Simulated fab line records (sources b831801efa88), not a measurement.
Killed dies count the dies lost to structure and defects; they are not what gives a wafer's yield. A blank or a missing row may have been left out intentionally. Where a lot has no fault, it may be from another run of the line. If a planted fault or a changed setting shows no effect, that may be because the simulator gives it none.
Chamber matching | flow sky130 | cmp-01 running SKY_VIA3_CMP_02: 4 sister chambers
The step polishes SiO2. 4 wafers are shown with their chamber, then 9 later ones without.

EACH WAFER AND ITS CHAMBER
wafer  | chamber | motor current A (A)
L083.4 | 2       | 12.2
L092.1 | 3       | 14.2
L092.2 | 1       | 12.7
L092.6 | 0       | 12.9

WAFERS WITHOUT THEIR CHAMBER
wafer  | motor current A (A)
L093.1 | 12.9
L093.2 | 12.0
L093.3 | 12.4
L094.4 | 12.3
L094.5 | 14.2
L094.6 | 12.3
L095.2 | 14.7
L095.4 | 12.6
L095.6 | 13.5

EACH ONE'S CHAMBER
wafer  | from the rows above          | in truth
L093.1 | can't be placed: 0 or 1      | 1
L093.2 | can't be placed: 2 or 1      | 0
L093.3 | can't be placed: 2 or 1 or 0 | 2
L094.4 | can't be placed: 2 or 1 or 0 | 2
L094.5 | 3                            | 3
L094.6 | can't be placed: 2 or 1 or 0 | 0
L095.2 | 3                            | 3
L095.4 | can't be placed: 1 or 0 or 2 | 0
L095.6 | can't be placed: 0 or 3 or 1 | 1
Placed correctly: 2 of 9. These rows do not allow placing 7 (true chamber among the candidates in 6). Wrongly placed: 0.
How it was worked out, from the rows above alone: a wafer's distance from a chamber is the root of the sum, over the readings, of the square of ((its reading less the chamber's mean) divided by the reading's scatter). If the next closest chamber is less than 2 further off than the closest, the wafer can't be placed; otherwise it belongs to the closest. A chamber's mean is the mean of its shown wafers. The scatter: with one shown wafer a chamber, the root of the mean of the squares of how far each hidden wafer lies from its nearest shown one.
